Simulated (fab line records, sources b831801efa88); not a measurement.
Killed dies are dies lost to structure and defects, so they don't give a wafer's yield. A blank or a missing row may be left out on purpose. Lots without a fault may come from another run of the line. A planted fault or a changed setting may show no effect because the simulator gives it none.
fab line records | flow sky130
record lots=6 wafers=17 last_day=49
route steps=708 shown VT_ADJUST_PCH@151 SONOS_TUNNEL@154 SONOS_ONO@168 GATE_OXIDE@187 PAD_OPEN@708
lots that met no fault: from a run of the same line without faults
start_h: hours from the record's first day to the start of the lot's first wafer shown | wait_h: hours since the lot's step before | " the same as in the row above | L1.1+2: a row that stands for several wafers | - no value, or no start given | * or withheld: withheld | < > ~ a bound
route shown NAME@n: a module of which the file shows steps, and the number in the route of the first | usual: mean/standard deviation of fault-free wafers | same: alike in all rows | chamber/n: place in a boat | sites: the reading at each site | _std_site: their standard deviation | _edge_site: outer sites' mean less inner sites' | radius_mm: how far each site lies from the wafer's centre | mask NAME#n: copy n | behind: the tool/chamber that last shaped the wafer | hold: why the lot was held/for how many hours/how that ended | device: the transistor (n, p or np) that didn't switch | end of line: the same wafers' tests at the end of the route | a step without rows: its recipe alone | killed: dies lost to structure and defects at the first sort, not the wafer's yield | map: a wafer's dies, x killed, . not, _ none there
set.NAME: the setting as run; set.NAME@STEP: as run at that earlier step | model.NAME: the simulator's own value behind a step, which no gauge read
lots at some steps of the route; a table a step, a row a wafer
services: from which hour (start_h, from the record's first day; less than 0 if before it) a tool's chamber was out of use, for how many hours, and why
## steps
# step SKY_VT_ADJUST_PCH_IMPLANT_08
# recipe species=B energy_kev=10 dose_cm2=5e+11 tilt_deg=withheld
# step SKY_VT_ADJUST_PCH_STRIP_09
# recipe chemistry=O2/N2 power_w=1400 pressure_mtorr=1500 platen_temp_c=withheld o2_flow_sccm=3000 n2_flow_sccm=300 overash_fraction=0.5
# usual drypump_motor_current_A=5.74/0.25 oes_product_au=0.723/0.0043 strip_time_to_endpoint_s=36.97/0.099
# columns lot.wafer tool chamber start_h wait_h drypump_motor_current_A oes_product_au rf_hours_counter_h strip_time_to_endpoint_s
L341.1 plasma_asher-02 0 219.16 0.1 5.65 0.718 54 36.97
L341.4 " 1 " " 5.68 0.725 - 36.89
L341.6 " 1 " " 5.68 0.727 - 36.91
L342.2 plasma_asher-03 1 229.36 0.1 5.78 0.726 51 37.00
L342.3 " 0 " " 6.16 0.721 - 37.14
L342.6 " 1 " " 5.77 0.725 - 37.07
L344.1 plasma_asher-01 1 254.96 0.1 5.32 0.724 14 36.89
L344.2 " 0 " " 5.96 0.727 14 36.98
L344.6 " 0 " " 5.94 0.719 - 36.98
L349.3 plasma_asher-03 1 282.14 0.1 5.77 0.723 - 37.06
L349.6 " 1 " " 5.75 0.728 - 37.10
L348.1 plasma_asher-03 0 283.86 0.1 6.11 0.721 57 37.08
L348.4 " 1 " " 5.77 0.723 - 37.02
L348.6 " 0 " " 6.14 0.724 - 37.10
L360.1 plasma_asher-02 1 365.46 0.1 5.67 0.720 68 37.08
L360.4 " 1 " " 5.66 0.719 - 37.12
L360.5 " 0 " " 5.67 0.722 - 37.08
# step SKY_VT_ADJUST_PCH_TW_MEAS_10
# usual VT_ADJUST_PCH_TW=142.3/0.87
# columns lot.wafer tool chamber start_h wait_h VT_ADJUST_PCH_TW
L341.1 film_metro-03 - 219.26 0.1 141.2
L341.4 " - " " 141.8
L341.6 " - " " 141.9
L342.2 film_metro-03 - 229.47 0.1 141.1
L342.3 " - " " 141.1
L342.6 " - " " 141.3
L344.1 film_metro-04 - 255.06 0.1 143.2
L344.2 " - " " 142.0
L344.6 " - " " 142.7
L349.3 film_metro-04 - 282.23 0.1 143.2
L349.6 " - " " 144.1
L348.1 film_metro-04 - 283.96 0.1 142.8
L348.4 " - " " 142.6
L348.6 " - " " 142.3
L360.1 film_metro-01 - 365.56 0.1 142.5
L360.4 " - " " 142.5
L360.5 " - " " 142.0
# step SKY_SONOS_TUNNEL_DEHYDRATE_00
# recipe temp_c=200 time_s=60
# step SKY_SONOS_TUNNEL_HMDS_01
# recipe prime_time_s=60 prime_temp_c=120
# step SKY_SONOS_TUNNEL_COAT_02
# recipe resist=NOVOLAK spin_rpm=3000 resist_thk_nm=1140
# step SKY_SONOS_TUNNEL_SOFTBAKE_03
# recipe temp_c=90 time_s=60 resist=NOVOLAK
# step SKY_SONOS_TUNNEL_EXPOSE_04
# recipe mask_id=TUNM na=0.6 source_shape=conventional sigma_outer=0.6 polarization=unpolarized target_cd_nm=410 dose_mj=136
# step SKY_SONOS_TUNNEL_PEB_05
# recipe temp_c=withheld time_s=* resist=NOVOLAK
# step SKY_SONOS_TUNNEL_DEVELOP_06
# recipe resist=NOVOLAK developer=TMAH develop_time_s=60 dev_temp_c=23
# step SKY_SONOS_TUNNEL_CD_MEAS_07
# recipe target_cd_nm=410
# usual cd_nm=409.7/2.1
# columns lot.wafer tool chamber start_h wait_h cd_nm
L341.1 cd_sem-01 - 242.22 0.1 410.7
L341.4 " - " " 411.7
L341.6 " - " " 409.7
L342.2 cd_sem-02 - 252.34 0.1 411.6
L342.3 " - " " 410.6
L342.6 " - " " 412.0
L344.1 cd_sem-01 - 279.32 0.1 411.5
L344.2 " - " " 412.0
L344.6 " - " " 413.2
L349.3 cd_sem-02 - 306.06 0.1 411.1
L349.6 " - " " 410.0
L348.1 cd_sem-02 - 307.66 0.1 411.3
L348.4 " - " " 409.5
L348.6 " - " " 411.0
L360.1 cd_sem-01 - 393.47 0.1 407.9
L360.4 " - " " 407.2
L360.5 " - " " 406.2
# step SKY_SONOS_TUNNEL_OVL_MEAS_08
# usual SONOS_TUNNEL_OVL=1.0/1.5
# columns lot.wafer tool chamber start_h wait_h SONOS_TUNNEL_OVL[nm]
L341.1 overlay-02 - 242.34 0.1 0.4
L341.4 " - " " 2.1
L341.6 " - " " 1.4
L342.2 overlay-01 - 252.44 0.1 0.5
L342.3 " - " " -0.5
L342.6 " - " " -0.3
L344.1 overlay-02 - 279.44 0.1 -0.3
L344.2 " - " " -0.1
L344.6 " - " " 0.3
L349.3 overlay-02 - 306.15 0.1 1.6
L349.6 " - " " 3.9
L348.1 overlay-01 - 307.78 0.1 -0.9
L348.4 " - " " 1.8
L348.6 " - " " 1.0
L360.1 overlay-02 - 393.59 0.1 1.8
L360.4 " - " " 2.4
L360.5 " - " " 1.9
# step SKY_SONOS_TUNNEL_IMPLANT_09
# recipe species=B energy_kev=20 dose_cm2=1e+12 tilt_deg=withheld
# usual faraday_current_uA=5.64/0.11
# columns lot.wafer tool chamber start_h wait_h faraday_current_uA
L341.1 implanter-01 0 242.37 0.0 5.65
L341.4 " 0 " " 5.49
L341.6 " 0 " " 5.65
L342.2 implanter-01 0 252.50 0.0 5.84
L342.3 " 0 " " 5.67
L342.6 " 0 " " 5.61
L344.1 implanter-02 0 279.48 0.0 5.48
L344.2 " 0 " " 5.66
L344.6 " 0 " " 5.57
L349.3 implanter-02 0 306.23 0.1 5.40
L349.6 " 0 " " 5.68
L348.1 implanter-02 0 307.82 0.0 5.70
L348.4 " 0 " " 5.55
L348.6 " 0 " " 5.56
L360.1 implanter-02 0 393.63 0.0 5.81
L360.4 " 0 " " 5.51
L360.5 " 0 " " 5.76
# step SKY_SONOS_TUNNEL_WET_ETCH_10
# recipe chemistry=dHF target_depth_nm=14 target=SiO2 dilution=100:1 temp_c=25 time_s=280
# step SKY_SONOS_TUNNEL_STRIP_11
# recipe chemistry=SPM time_s=600 temp_c=130
# step SKY_SONOS_TUNNEL_TW_MEAS_12
# usual SONOS_TUNNEL_TW=197.7/1.4
# columns lot.wafer tool chamber start_h wait_h SONOS_TUNNEL_TW
L341.1 film_metro-02 - 242.78 0.0 199.8
L341.4 " - " " 199.1
L341.6 " - " " 199.0
L342.2 film_metro-02 - 252.91 0.0 198.6
L342.3 " - " " 198.7
L342.6 " - " " 199.4
L344.1 film_metro-03 - 280.07 0.0 197.7
L344.2 " - " " 197.7
L344.6 " - " " 197.4
L349.3 film_metro-02 - 306.65 0.0 199.2
L349.6 " - " " 196.4
L348.1 film_metro-03 - 308.28 0.0 198.1
L348.4 " - " " 196.6
L348.6 " - " " 195.4
L360.1 film_metro-03 - 394.05 0.0 196.8
L360.4 " - " " 196.1
L360.5 " - " " 196.0
# step SKY_SONOS_TUNNEL_CLEAN_13
# recipe chemistry=dHF time_s=20 dilution=100:1 dry=ipa_marangoni
# step SKY_SONOS_ONO_OXIDATION_00
# recipe temp_c=800 ambient=O2 idle_temp_c=700 ramp_up_c_per_min=10 ramp_down_c_per_min=3 stabilise_s=600 purge_s=300 target_thk_a=26 ox_time_s=1249
# step SKY_SONOS_ONO_THK_MEAS_01
# recipe reads=SiO2_of_SONOS_ONO_OXIDATION_00
# usual SONOS_ONO_OXIDATION_THK=2.58/0.048
# columns lot.wafer tool chamber start_h wait_h SONOS_ONO_OXIDATION_THK[nm]
L341.1 film_metro-02 - 244.35 0.0 2.64
L341.4 " - " " 2.59
L341.6 " - " " 2.58
L342.2 film_metro-02 - 258.39 0.0 2.54
L342.3 " - " " 2.53
L342.6 " - " " 2.51
L344.1 film_metro-01 - 281.91 0.0 2.59
L344.2 " - " " 2.58
L344.6 " - " " 2.54
L348.1 film_metro-04 - 313.48 0.0 2.63
L348.4 " - " " 2.64
L348.6 " - " " 2.69
L349.3 film_metro-02 - 313.50 0.0 2.52
L349.6 " - " " 2.52
L360.1 film_metro-02 - 396.33 0.0 2.52
L360.4 " - " " 2.57
L360.5 " - " " 2.62
# step SKY_SONOS_ONO_CVD_02
# recipe material=Si3N4 precursor=DCS/NH3 target_thk_nm=10.5 temp_c=770 time_s=180 pressure_mtorr=250
# step SKY_SONOS_ONO_THK_MEAS_03
# recipe reads=Si3N4_of_SONOS_ONO_CVD_02
# usual SONOS_ONO_CVD_02_THK=10.55/0.14
# columns lot.wafer tool chamber start_h wait_h SONOS_ONO_CVD_02_THK[nm]
L341.1 film_metro-01 - 247.26 0.0 10.60
L341.4 " - " " 10.45
L341.6 " - " " 10.38
L342.2 film_metro-02 - 264.77 0.0 10.34
L342.3 " - " " 10.47
L342.6 " - " " 10.36
L344.1 film_metro-04 - 303.69 0.0 10.63
L344.2 " - " " 10.74
L344.6 " - " " 10.73
L348.1 film_metro-04 - 315.20 0.0 10.56
L348.4 " - " " 10.49
L348.6 " - " " 10.62
L349.3 film_metro-02 - 315.22 0.0 10.31
L349.6 " - " " 10.25
L360.1 film_metro-01 - 397.44 0.0 10.68
L360.4 " - " " 10.68
L360.5 " - " " 10.63
# step SKY_SONOS_ONO_CVD_04
# recipe material=SiO2 precursor=SiH4/N2O target_thk_nm=5.7199 temp_c=900 pressure_mtorr=400
# step SKY_SONOS_ONO_THK_MEAS_05
# recipe reads=SiO2_of_SONOS_ONO_CVD_04
# usual SONOS_ONO_CVD_04_THK=5.70/0.09
# columns lot.wafer tool chamber start_h wait_h SONOS_ONO_CVD_04_THK[nm]
L341.1 film_metro-01 - 248.57 0.0 5.78
L341.4 " - " " 5.72
L341.6 " - " " 5.81
L342.2 film_metro-02 - 266.08 0.0 5.60
L342.3 " - " " 5.51
L342.6 " - " " 5.55
L344.1 film_metro-02 - 305.02 0.0 5.72
L344.2 " - " " 5.73
L344.6 " - " " 5.71
L348.1 film_metro-02 - 317.13 0.0 5.71
L348.4 " - " " 5.74
L348.6 " - " " 5.57
L349.3 film_metro-04 - 317.15 0.0 5.75
L349.6 " - " " 5.80
L360.1 film_metro-02 - 398.75 0.0 5.78
L360.4 " - " " 5.77
L360.5 " - " " 5.94
# step SKY_SONOS_ONO_DEHYDRATE_06
# recipe temp_c=200 time_s=60
# step SKY_SONOS_ONO_HMDS_07
# recipe prime_time_s=60 prime_temp_c=120
# step SKY_SONOS_ONO_COAT_08
# recipe resist=NOVOLAK spin_rpm=3000 resist_thk_nm=1140
# step SKY_SONOS_ONO_SOFTBAKE_09
# recipe temp_c=90 time_s=60 resist=NOVOLAK
# step SKY_SONOS_ONO_EXPOSE_10
# recipe mask_id=ONOM target_cd_nm=410 na=0.6 source_shape=conventional sigma_outer=0.6 dose_mj=150
# step SKY_SONOS_ONO_PEB_11
# recipe temp_c=withheld time_s=* resist=NOVOLAK
# step SKY_SONOS_ONO_DEVELOP_12
# recipe develop_time_s=60 dev_temp_c=23
# step SKY_SONOS_ONO_CD_MEAS_13
# recipe target_cd_nm=410
# usual cd_nm=410.1/2.5
# columns lot.wafer tool chamber start_h wait_h cd_nm
L341.1 cd_sem-02 - 271.42 0.1 407.3
L341.4 " - " " 408.4
L341.6 " - " " 408.0
L342.2 cd_sem-01 - 290.97 0.1 409.4
L342.3 " - " " 412.4
L342.6 " - " " 410.8
L344.1 cd_sem-02 - 331.52 0.7 407.9
L344.2 " - " " 409.7
L344.6 " - " " 410.3
L349.3 cd_sem-02 - 343.34 0.1 410.7
L349.6 " - " " 410.7
L348.1 cd_sem-02 - 343.77 0.1 410.8
L348.4 " - " " 410.6
L348.6 " - " " 411.8
L360.1 cd_sem-02 - 427.62 0.1 409.4
L360.4 " - " " 408.9
L360.5 " - " " 408.5
# step SKY_SONOS_ONO_OVL_MEAS_14
# usual SONOS_ONO_OVL=0.3/1.4
# columns lot.wafer tool chamber start_h wait_h SONOS_ONO_OVL[nm]
L341.1 overlay-02 - 271.54 0.1 -0.2
L341.4 " - " " 1.3
L341.6 " - " " -0.2
L342.2 overlay-02 - 291.08 0.1 0.1
L342.3 " - " " 1.1
L342.6 " - " " 0.8
L344.1 overlay-01 - 331.64 0.1 3.3
L344.2 " - " " 0.1
L344.6 " - " " -0.6
L349.3 overlay-02 - 343.43 0.1 1.2
L349.6 " - " " 0.6
L348.1 overlay-01 - 343.89 0.1 -0.8
L348.4 " - " " 0.0
L348.6 " - " " 0.3
L360.1 overlay-02 - 427.74 0.1 2.0
L360.4 " - " " 2.1
L360.5 " - " " 1.2
# step SKY_SONOS_ONO_ETCH_15
# recipe target_depth_nm=19.52 chemistry=CHF3/O2 source_w=600 bias_w=200 pressure_mtorr=40 chf3_flow_sccm=50 O2_flow_sccm=5 time_s=7.8
# usual chf3_flow_sccm=49.99/0.15 drypump_motor_current_A=5.8/0.47 oes_product_au=0.998/0.01 throttle_valve_pct=8.825/0.0089
# same time_s=7.8
# columns lot.wafer tool chamber start_h wait_h chf3_flow_sccm drypump_motor_current_A oes_product_au rf_hours_counter_h throttle_valve_pct
L341.1 rie_diel-02 1 271.58 0.0 50.15 5.2 1.006 81 8.813
L341.4 " 0 " " 50.16 5.1 0.988 4 8.816
L341.6 " 1 " " 49.99 5.3 1.001 - 8.840
L342.2 rie_diel-03 1 291.11 0.0 49.98 6.3 1.001 97 8.829
L342.3 " 2 " " 49.85 6.0 0.971 5 8.833
L342.6 " 1 " " 49.95 6.3 1.004 - 8.824
L344.1 rie_diel-02 2 331.68 0.0 50.07 5.7 1.011 109 8.840
L344.2 " 1 " " 50.25 5.3 1.009 82 8.822
L344.6 " 0 " " 50.20 5.1 0.997 - 8.811
L349.3 rie_diel-03 2 343.46 0.0 49.96 6.0 0.986 6 8.830
L349.6 " 1 " " 50.06 6.3 1.009 - 8.826
L348.1 rie_diel-02 3 343.93 0.0 49.57 5.2 0.997 20 8.818
L348.4 " 2 " " 49.76 5.8 0.997 109 8.834
L348.6 " 0 " " 50.08 5.1 0.995 - 8.818
L360.1 rie_diel-02 1 427.78 0.0 49.92 5.3 0.994 84 8.818
L360.4 " 2 " " 49.83 5.7 0.988 0 8.815
L360.5 " 1 " " 49.86 5.3 0.994 - 8.827
# step SKY_SONOS_ONO_WET_ETCH_16
# recipe chemistry=dHF target_depth_nm=14 dry=n2_spin target=SiO2 dilution=100:1 temp_c=25 time_s=280
# step SKY_SONOS_ONO_STRIP_17
# recipe chemistry=O2/N2 power_w=1400 pressure_mtorr=1500 platen_temp_c=withheld o2_flow_sccm=3000 n2_flow_sccm=300 overash_fraction=0.5
# usual drypump_motor_current_A=5.8/0.45 oes_product_au=0.710/0.0047 strip_time_to_endpoint_s=14.11/0.049
# columns lot.wafer tool chamber start_h wait_h drypump_motor_current_A oes_product_au rf_hours_counter_h strip_time_to_endpoint_s
L341.1 plasma_asher-01 1 271.72 0.0 5.4 0.705 16 14.03
L341.4 " 1 " " 5.3 0.707 - 14.11
L341.6 " 1 " " 5.3 0.711 - 14.07
L342.2 plasma_asher-03 0 291.21 0.0 6.1 0.707 57 14.17
L342.3 " 1 " " 5.8 0.704 - 14.13
L342.6 " 1 " " 5.8 0.704 - 14.19
L344.1 plasma_asher-03 0 331.78 0.0 6.2 0.709 61 14.07
L344.2 " 1 " " 5.8 0.698 61 14.13
L344.6 " 0 " " 6.2 0.710 - 14.08
L349.3 plasma_asher-03 1 343.60 0.0 5.8 0.707 - 14.18
L349.6 " 0 " " 6.1 0.715 - 14.21
L348.1 plasma_asher-01 0 344.04 0.0 6.0 0.709 23 14.19
L348.4 " 0 " " 6.0 0.700 - 14.16
L348.6 " 0 " " 6.0 0.713 - 14.16
L360.1 plasma_asher-03 1 427.89 0.0 5.8 0.707 73 14.15
L360.4 " 0 " " 6.2 0.709 - 14.04
L360.5 " 0 " " 6.2 0.707 - 14.15
# step SKY_SONOS_ONO_WET_ETCH_18
# recipe chemistry=H3PO4 target_depth_nm=15 target=Si3N4 temp_c=160 time_s=172
# step SKY_GATE_OXIDE_CLEAN_00
# recipe chemistry=SC1/SC2 mix=1:4:20 temp_c=70 time_s=150 dry=n2_spin
# step SKY_GATE_OXIDE_OXIDATION_01
# recipe temp_c=900 ambient=O2 stabilise_s=600 purge_s=300 target_thk_a=102.68 ox_time_s=1473
# step SKY_GATE_OXIDE_THK_MEAS_02
# recipe reads=SiO2_of_GATE_OXIDE_OXIDATION_01
# usual GATE_OXIDE_OXIDATION_00_THK=10.25/0.18
# columns lot.wafer tool chamber start_h wait_h GATE_OXIDE_OXIDATION_00_THK[nm]
L341.1 film_metro-01 - 274.19 0.0 10.36
L341.4 " - " " 10.01
L341.6 " - " " 10.24
L342.2 film_metro-03 - 293.05 0.0 10.05
L342.3 " - " " 10.08
L342.6 " - " " 10.31
L344.1 film_metro-03 - 339.79 0.0 10.13
L344.2 " - " " 9.95
L344.6 " - " " 10.06
L348.1 film_metro-01 - 348.16 0.0 10.49
L348.4 " - " " 10.22
L348.6 " - " " 10.51
L349.3 film_metro-03 - 348.18 0.0 10.20
L349.6 " - " " 10.29
L360.1 film_metro-02 - 430.55 0.0 10.28
L360.4 " - " " 10.36
L360.5 " - " " 10.16
# step SKY_GATE_OXIDE_DEHYDRATE_03
# recipe temp_c=200 time_s=60
# step SKY_GATE_OXIDE_HMDS_04
# recipe prime_time_s=60 prime_temp_c=120
# step SKY_GATE_OXIDE_COAT_05
# recipe resist=NOVOLAK spin_rpm=3000 resist_thk_nm=1140
# step SKY_PAD_OPEN_PROBE_99
# usual killed_at_M0_to_M3=42/6.1 killed_at_M4_up=3.3/1.7 killed_at_contacts=25/5.4 killed_at_front_end=16/4.6 killed_at_other=0.4/0.55 killed_dies=87/8.8 killed_open=47/7.1 killed_short=40/5.8
# same gross_dies=492 killed_at_back_side=0
# columns lot.wafer tool chamber start_h wait_h killed_at_M0_to_M3 killed_at_M4_up killed_at_contacts killed_at_front_end killed_at_other killed_dies killed_open killed_short model.etest.tip_sonos.rs_ohm_sq_range
L341.4 prober-02 - 1067.39 0.2 41 4 20 18 0 83 46 37 49.33
L341.6 prober-02 - 1067.49 0.2 54 0 25 6 1 86 51 35 59.53
L342.3 prober-02 - 1073.21 0.2 40 2 31 12 0 85 45 40 59.02
L342.6 prober-02 - 1073.36 0.2 51 3 22 15 0 91 52 39 34.4
L344.1 prober-02 - 1112.85 0.1 38 0 24 18 0 80 47 31 33.14
L344.2 prober-02 - 1112.90 0.1 54 3 32 16 0 105 59 46 60.44
L344.6 prober-02 - 1113.10 0.2 39 3 28 19 0 89 51 38 38.24
L348.1 prober-02 - 1121.48 0.1 41 0 19 17 0 77 40 33 29.28
L348.4 prober-02 - 1121.63 0.2 40 3 21 21 0 85 39 46 21.67
L348.6 prober-02 - 1121.73 0.2 35 5 20 12 0 72 30 42 60.66
L349.3 prober-02 - 1122.53 0.2 37 4 36 17 0 94 54 40 45.6
L349.6 prober-02 - 1122.68 0.2 50 3 16 10 1 80 51 29 99.11
L360.1 prober-01 - 1176.05 0.1 33 2 21 17 0 73 32 41 40.55
L360.4 prober-01 - 1176.20 0.2 40 6 28 10 0 84 47 35 41.34
L360.5 prober-01 - 1176.25 0.2 45 4 21 25 0 95 42 53 27.27
# killed by level:class
L341.4 VIA1:geometric_particle:open=10 VIA1:geometric_particle:short=9 VIA3:geometric_particle:open=7 LI_CONTACT:geometric_particle:open=6 SPACER:geometric_particle:open=6 LOCAL_INTERCONNECT:geometric_particle:short=5 METAL1:geometric_particle:short=5 CONTACT:geometric_particle:open=5
L341.6 VIA1:geometric_particle:open=18 LI_CONTACT:geometric_particle:open=8 CONTACT:geometric_particle:open=8 METAL3:geometric_particle:short=6 VIA3:geometric_particle:open=6 VIA1:geometric_particle:short=5 VIA2:geometric_particle:open=5 VIA2:geometric_particle:short=4
L342.3 CONTACT:geometric_particle:open=13 VIA1:geometric_particle:open=11 LOCAL_INTERCONNECT:geometric_particle:short=7 LI_CONTACT:geometric_particle:open=6 METAL1:geometric_particle:short=6 VIA2:geometric_particle:open=5 VIA1:geometric_particle:short=5 CONTACT:geometric_particle:short=4
L342.6 VIA3:geometric_particle:open=11 CONTACT:geometric_particle:open=9 VIA2:geometric_particle:open=9 METAL2:geometric_particle:short=7 LI_CONTACT:geometric_particle:open=6 METAL1:geometric_particle:short=5 VIA1:geometric_particle:short=5 VIA1:geometric_particle:open=5
L344.1 CONTACT:geometric_particle:open=11 VIA1:geometric_particle:open=7 LI_CONTACT:geometric_particle:open=6 VIA3:geometric_particle:open=5 POLY_GATE:geometric_particle:short=5 VIA1:geometric_particle:short=5 POLY_GATE:geometric_particle:open=4 METAL2:geometric_particle:short=4
L344.2 VIA2:geometric_particle:open=14 LI_CONTACT:geometric_particle:open=10 VIA1:geometric_particle:open=10 CONTACT:geometric_particle:open=9 METAL2:geometric_particle:short=8 VIA3:geometric_particle:open=8 CONTACT:geometric_particle:short=7 VIA1:geometric_particle:short=7
L344.6 CONTACT:geometric_particle:open=16 VIA3:geometric_particle:open=7 METAL1:geometric_particle:short=6 VIA1:geometric_particle:open=6 LI_CONTACT:geometric_particle:open=5 VIA1:geometric_particle:short=5 FIELD_ISO:geometric_particle:open=4 FIELD_ISO:geometric_particle:short=4
L348.1 VIA1:geometric_particle:open=7 LI_CONTACT:geometric_particle:open=6 VIA2:geometric_particle:open=6 VIA3:geometric_particle:open=6 CONTACT:geometric_particle:open=5 METAL1:geometric_particle:short=5 VIA2:geometric_particle:short=4 POLY_GATE:area_etch=4
L348.4 METAL1:geometric_particle:short=9 LI_CONTACT:geometric_particle:open=8 CONTACT:geometric_particle:open=6 VIA3:geometric_particle:short=6 FIELD_ISO:geometric_particle:open=5 FIELD_ISO:geometric_particle:short=4 VIA1:geometric_particle:open=4 VIA1:geometric_particle:short=4
L348.6 METAL2:geometric_particle:short=8 METAL1:geometric_particle:short=6 CONTACT:geometric_particle:short=5 CONTACT:geometric_particle:open=5 VIA3:geometric_particle:open=5 FIELD_ISO:geometric_particle:short=4 LOCAL_INTERCONNECT:geometric_particle:short=4 VIA1:geometric_particle:short=4
L349.3 CONTACT:geometric_particle:open=13 LI_CONTACT:geometric_particle:open=11 FIELD_ISO:geometric_particle:open=8 VIA1:geometric_particle:open=8 METAL2:geometric_particle:short=7 LI_CONTACT:geometric_particle:short=5 METAL1:geometric_particle:short=5 POLY_GATE:geometric_particle:short=4
L349.6 VIA1:geometric_particle:open=14 LI_CONTACT:geometric_particle:open=6 CONTACT:geometric_particle:open=6 VIA2:geometric_particle:open=6 VIA3:geometric_particle:open=6 VIA1:geometric_particle:short=5 METAL2:geometric_particle:short=5 POLY_GATE:geometric_particle:open=4
L360.1 VIA1:geometric_particle:open=9 FIELD_ISO:geometric_particle:open=6 CONTACT:geometric_particle:short=6 LI_CONTACT:geometric_particle:open=6 VIA1:geometric_particle:short=6 METAL2:geometric_particle:short=5 FIELD_ISO:geometric_particle:short=4 LI_CONTACT:geometric_particle:short=4
L360.4 CONTACT:geometric_particle:open=9 VIA1:geometric_particle:open=8 VIA2:geometric_particle:open=7 VIA3:geometric_particle:open=7 LI_CONTACT:geometric_particle:short=6 CONTACT:geometric_particle:short=6 VIA2:geometric_particle:short=6 LI_CONTACT:geometric_particle:open=5
L360.5 VIA1:geometric_particle:open=10 POLY_GATE:geometric_particle:short=8 LI_CONTACT:geometric_particle:open=7 METAL1:geometric_particle:short=7 FIELD_ISO:geometric_particle:open=6 METAL2:geometric_particle:short=6 FIELD_ISO:geometric_particle:short=5 VIA1:geometric_particle:short=5
## services
# columns tool chamber start_h hours kind
rie_diel-03 3 201.08 1.7 repair
rie_diel-03 0 214.17 4.7 repair
rie_diel-03 - 216.88 0.9 repair
rie_diel-02 2 220.13 1.9 repair
implanter-01 - 226.56 8.4 repair
implanter-02 - 229.01 5.2 pm
rie_diel-03 3 245.12 1.4 repair
plasma_asher-01 - 260.79 1.0 repair
rie_diel-03 0 265.23 2.5 repair
rie_diel-03 3 279.91 4.3 repair
rie_diel-02 - 309.08 2.8 pm
plasma_asher-01 - 310.17 1.4 repair
plasma_asher-03 - 339.92 1.3 repair
plasma_asher-01 - 357.12 2.0 repair
rie_diel-02 - 360.76 28.1 pm
plasma_asher-01 - 365.28 0.6 repair
plasma_asher-02 - 376.96 10.0 repair
plasma_asher-03 - 387.40 5.2 repair
rie_diel-02 2 390.85 - clean
rie_diel-02 2 390.85 12.4 scheduled_down
rie_diel-02 2 390.85 12.4 vent_cycle
rie_diel-02 3 405.71 5.5 repair
rie_diel-02 2 417.52 7.1 repair
plasma_asher-02 - 421.25 9.0 pm
## key
first_sign none at tools or gauges
model_effect step=SKY_PAD_OPEN_PROBE_99 value=etest.tip_sonos.rs_ohm_sq_range without=38.65 struck=79.88
met_at SKY_SONOS_TUNNEL_IMPLANT_09
struck_wafers L348.6,L349.6
tester_left_out L348,L349
onset_between 279.48 306.23
fault kind=process_parameter_drift tool=implanter-02 chamber=- onset_h=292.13 steps=SKY_SONOS_TUNNEL_IMPLANT_09 channel=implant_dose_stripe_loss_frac offset=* shape=step end_h=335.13 scope=struck_wafers_only
# tester_left_out: of these lots the tester's yield and bins aren't shown, on N5 and GAA mostly nor the transistor test; their killed dies are dies lost to structure and defects alone, not to doping, threshold or leakage, so they don't give the yield
